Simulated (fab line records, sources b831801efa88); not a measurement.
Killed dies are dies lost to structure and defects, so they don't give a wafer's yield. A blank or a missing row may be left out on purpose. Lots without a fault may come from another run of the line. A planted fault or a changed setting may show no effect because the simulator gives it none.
One fault seen from 2 desks | flow sky130 | each desk has only its own numbers; what lay behind them comes last

THE TOOL OWNER'S DESK: krf_scanner-02
The tool's own readings at SKY_VIA2_EXPOSE_09 (exposes mask VIM2, target cd 200 nm): means of the sampled wafers that have a number, for each lot that ran on this tool. A lot is out of limits, marked OUT, if its mean lies more than 4 standard deviations from the usual mean; the brackets give that distance.
Columns: A = reticle_temp_C at SKY_VIA2_EXPOSE_09, usual 22.98 C
lot  | first seen here | A
L832 | day 35 18:02    | 23.15
L833 | day 36 13:04    | 22.95
L834 | day 36 15:02    | 22.96
L835 | day 37 13:03    | 22.96
L837 | day 37 18:31    | 22.97
L846 | day 40 15:16    | 23.00
L847 | day 40 21:28    | 22.99
L849 | day 41 09:15    | 22.83
L851 | day 41 16:19    | 23.01
L854 | day 42 21:19    | 22.89
This desk's finding: nothing out of limits on any of the 10 lots.

THE METROLOGY DESK
What the gauges read, lot by lot, whatever tool the lot ran on: means of the sampled wafers that have a number. A lot is out of limits, marked OUT, if its mean lies more than 4 standard deviations from the usual mean; the brackets give that distance.
Columns: A = cd_nm at SKY_VIA2_CD_MEAS_12, usual 199.9 nm
lot  | first seen here | A
L832 | day 36 06:31    | 199.7
L833 | day 37 02:26    | 197.5
L834 | day 37 04:33    | 195.8
L835 | day 38 01:25    | 191.6 (-5.2) OUT
L837 | day 38 07:39    | 196.2
L846 | day 41 02:48    | 199.9
L847 | day 41 09:28    | 200.0
L848 | day 41 15:53    | 199.0
L849 | day 41 21:02    | 199.9
L851 | day 42 03:15    | 201.5
L854 | day 43 08:46    | 200.0
This desk's finding: out of limits on L835; first on L835, day 38 01:25 (cd_nm at SKY_VIA2_CD_MEAS_12). In limits: L832, L833, L834, L837, L846, L847, L848, L849, L851, L854.

PUT TOGETHER
The metrology desk could have raised an alarm at day 38 01:25, on L835.
The tool owner's desk saw nothing out of limits.
The tool owner's desk has L835 on record, within its limits.
Of the lots named, all ran SKY_VIA2_EXPOSE_09 on krf_scanner-02.

WHAT THE SIMULATOR HAD PUT IN
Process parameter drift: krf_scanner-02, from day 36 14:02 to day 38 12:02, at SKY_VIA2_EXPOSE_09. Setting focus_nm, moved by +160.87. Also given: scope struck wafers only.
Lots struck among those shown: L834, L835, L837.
Hours from the fault's start to each desk's first reading out of limits: the metrology desk, 35.
